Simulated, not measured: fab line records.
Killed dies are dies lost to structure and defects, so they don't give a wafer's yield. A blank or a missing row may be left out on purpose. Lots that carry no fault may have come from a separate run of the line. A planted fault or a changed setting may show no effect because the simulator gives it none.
One fault through the eyes of 2 desks | flow sky130 | every desk sees just its own numbers, and what lay behind them comes last

== AT THE TOOL OWNER'S DESK: plasma asher-04 ==
The tool's own readings at SKY_VT_ADJUST_LVTN_STRIP_09 (strips in O2/N2): means of the sampled wafers that have a number, for each lot that ran on this tool. The brackets show how far a lot's mean lies from the usual mean; more than 4 standard deviations puts the lot out of limits, marked OUT.
Columns: A = drypump motor current A at SKY_VT_ADJUST_LVTN_STRIP_09, usual 5.6 A; B = oes product au at SKY_VT_ADJUST_LVTN_STRIP_09, usual 0.722 a.u.; C = strip time to endpoint s at SKY_VT_ADJUST_LVTN_STRIP_09, usual 36.94 s
lot  | first seen here | A   | B               | C
L793 | day 9 10:31     | 5.6 | 0.885 (+33) OUT | -
L805 | day 12 16:58    | 5.7 | 0.729           | 37.00
L806 | day 12 23:46    | 5.6 | 0.724           | 36.84
This desk's verdict: out of limits on L793, starting with L793 at day 9 10:31 (oes product au at SKY_VT_ADJUST_LVTN_STRIP_09). Within limits: L805, L806.

== THE METROLOGY DESK ==
What the gauges read, lot by lot, whatever tool the lot ran on: means of the sampled wafers that have a number. The brackets show how far a lot's mean lies from the usual mean; more than 4 standard deviations puts the lot out of limits, marked OUT.
Columns: A = INCOMING_BOW at SKY_FIELD_ISO_BOW_MEAS_00, usual 1 um; B = VT_ADJUST_LVTN_2_TW at SKY_VT_ADJUST_LVTN_TW_MEAS_21, usual 188.4; C = SONOS_TUNNEL_OVL at SKY_SONOS_TUNNEL_OVL_MEAS_08, usual -0.4 nm
lot  | first seen here | A  | B                      | C
L784 | day 1 10:00     | 3  | 185.1                  | 1.9
L786 | day 1 20:01     | -1 | 189.3                  | -0.4
L787 | day 2 01:02     | -2 | 189.6                  | -0.7
L791 | day 2 21:00     | -2 | 189.6                  | -0.2
L792 | day 3 02:01     | 0  | 189.9                  | -0.6
L793 | day 3 07:00     | 7  | 29.7 (-99 or more) OUT | -
L795 | day 3 17:01     | 3  | 185.5                  | -2.3
L796 | day 3 22:00     | -5 | 188.0                  | -1.5
L797 | day 4 03:01     | -1 | 189.6                  | -0.3
L805 | day 5 19:00     | 1  | 187.9                  | -0.4
L806 | day 6 00:01     | 6  | 188.7                  | 1.7
This desk finds L793 out of limits, with the earliest case on L793 at day 10 09:13 (VT_ADJUST_LVTN_2_TW at SKY_VT_ADJUST_LVTN_TW_MEAS_21). Within limits: L784, L786, L787, L791, L792, L795, L796, L797, L805, L806.

== PUT TOGETHER ==
The tool owner's desk could have raised an alarm at day 9 10:31, on L793.
At day 10 09:13 the metrology desk could have sounded an alarm, on L793.
Every lot named ran SKY_VT_ADJUST_LVTN_STRIP_09 on plasma asher-04.

== WHAT HAD BEEN PUT IN BY THE SIMULATOR ==
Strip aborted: plasma asher-04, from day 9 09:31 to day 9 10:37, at SKY_VT_ADJUST_LVTN_STRIP_09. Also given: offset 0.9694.
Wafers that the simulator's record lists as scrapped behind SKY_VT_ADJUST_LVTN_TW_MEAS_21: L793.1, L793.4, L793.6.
Struck lots among those shown: L793.
Delay (hours) between the fault's onset and each desk's first out-of-limits reading: 1 at the tool owner's desk, 24 at the metrology desk.
